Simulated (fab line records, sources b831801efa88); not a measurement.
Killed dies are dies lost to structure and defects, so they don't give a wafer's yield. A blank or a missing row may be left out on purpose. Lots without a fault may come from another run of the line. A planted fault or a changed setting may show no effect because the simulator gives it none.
Tool commonality check | flow gf180mcu | 13 lots, 39 wafers sampled

WHY IT WAS OPENED
At GF_CONTACT_RS_MEAS_25 the reading CONTACT_W_RS is flagged on 3 of 13 lots. Wafers without a fault read 0.377 ohm/sq, standard deviation 0.0086.
Rule: a lot is flagged when every wafer of it that has a number lies more than 4 standard deviations from that mean, or none has a number. The other lots count as sound.

lot  | measured     | on            | CONTACT_W_RS (ohm/sq), wafer by wafer | flag
L936 | day 16 10:28 | film_metro-01 | 0.382 0.369 0.379                     |
L937 | day 16 19:40 | film_metro-01 | 0.385 0.379 0.379                     |
L939 | day 17 15:19 | film_metro-03 | 0.372 0.387 0.379                     |
L945 | day 20 04:19 | film_metro-01 | 43.208 43.656 45.211                  | FLAGGED
L946 | day 20 11:21 | film_metro-02 | 42.843 43.383 42.987                  | FLAGGED
L947 | day 20 14:43 | film_metro-01 | 43.732 42.558 42.716                  | FLAGGED
L950 | day 21 22:19 | film_metro-02 | 0.375 0.389 0.377                     |
L951 | day 22 08:50 | film_metro-01 | 0.363 0.388 0.361                     |
L952 | day 22 13:31 | film_metro-03 | 0.382 0.354 0.384                     |
L953 | day 22 19:04 | film_metro-01 | 0.376 0.381 0.382                     |
L954 | day 23 07:27 | film_metro-03 | 0.361 0.385 0.364                     |
L956 | day 23 17:09 | film_metro-03 | 0.383 0.381 0.368                     |
L957 | day 24 04:06 | film_metro-02 | 0.390 0.361 0.392                     |
The numbers of the flagged lots are 43.366 ohm/sq on average: +42.989 ohm/sq against the usual, or +99 or more standard deviations.

WHICH TOOL RAN EACH LOT
The record holds 1 process step before the reading, out of a route of 602 steps. In each cell: the tool, then ch and the chambers that the sampled wafers went through, then the start.
lot  | flag    | GF_CONTACT_CVD_24
L936 |         | cvd_w-01 ch 0,1, day 16 10:22
L937 |         | cvd_w-02 ch 1, day 16 19:34
L939 |         | cvd_w-01 ch 0,1, day 17 15:11
L945 | FLAGGED | cvd_w-01 ch 0,1, day 20 04:11
L946 | FLAGGED | cvd_w-02 ch 0,1, day 20 11:14
L947 | FLAGGED | cvd_w-01 ch 0,1, day 20 14:37
L950 |         | cvd_w-02 ch 0,1, day 21 22:12
L951 |         | cvd_w-02 ch 0,1, day 22 08:44
L952 |         | cvd_w-02 ch 0,1, day 22 13:25
L953 |         | cvd_w-01 ch 0,1, day 22 18:58
L954 |         | cvd_w-02 ch 0,1, day 23 07:21
L956 |         | cvd_w-01 ch 0,1, day 23 17:03
L957 |         | cvd_w-02 ch 0,1, day 24 03:59
What these steps do:
- GF_CONTACT_CVD_24: deposits W, target thk 300 nm, time 90.339 s.
- GF_CONTACT_RS_MEAS_25: measures by four-point-probe.

FLAGGED OVER TOTAL, TOOL BY TOOL (the gauges that took the reading come last)
step                  | tool          | lots run | flagged | share of the flagged lots | sound lots run after its first flagged lot
GF_CONTACT_CVD_24     | cvd_w-01      | 6        | 2       | some                      | 2 (L953,L956)
GF_CONTACT_CVD_24     | cvd_w-02      | 7        | 1       | some                      | 5 (L950,L951,L952,L954,L957)
GF_CONTACT_RS_MEAS_25 | film_metro-01 | 6        | 2       | some                      | 2 (L951,L953)
GF_CONTACT_RS_MEAS_25 | film_metro-02 | 3        | 1       | some                      | 2 (L950,L957)
GF_CONTACT_RS_MEAS_25 | film_metro-03 | 4        | 0       | none                      | -

WHAT THE TABLE ALLOWS
No row of the table ran every flagged lot.

WHAT THE SIMULATOR HAD PUT IN
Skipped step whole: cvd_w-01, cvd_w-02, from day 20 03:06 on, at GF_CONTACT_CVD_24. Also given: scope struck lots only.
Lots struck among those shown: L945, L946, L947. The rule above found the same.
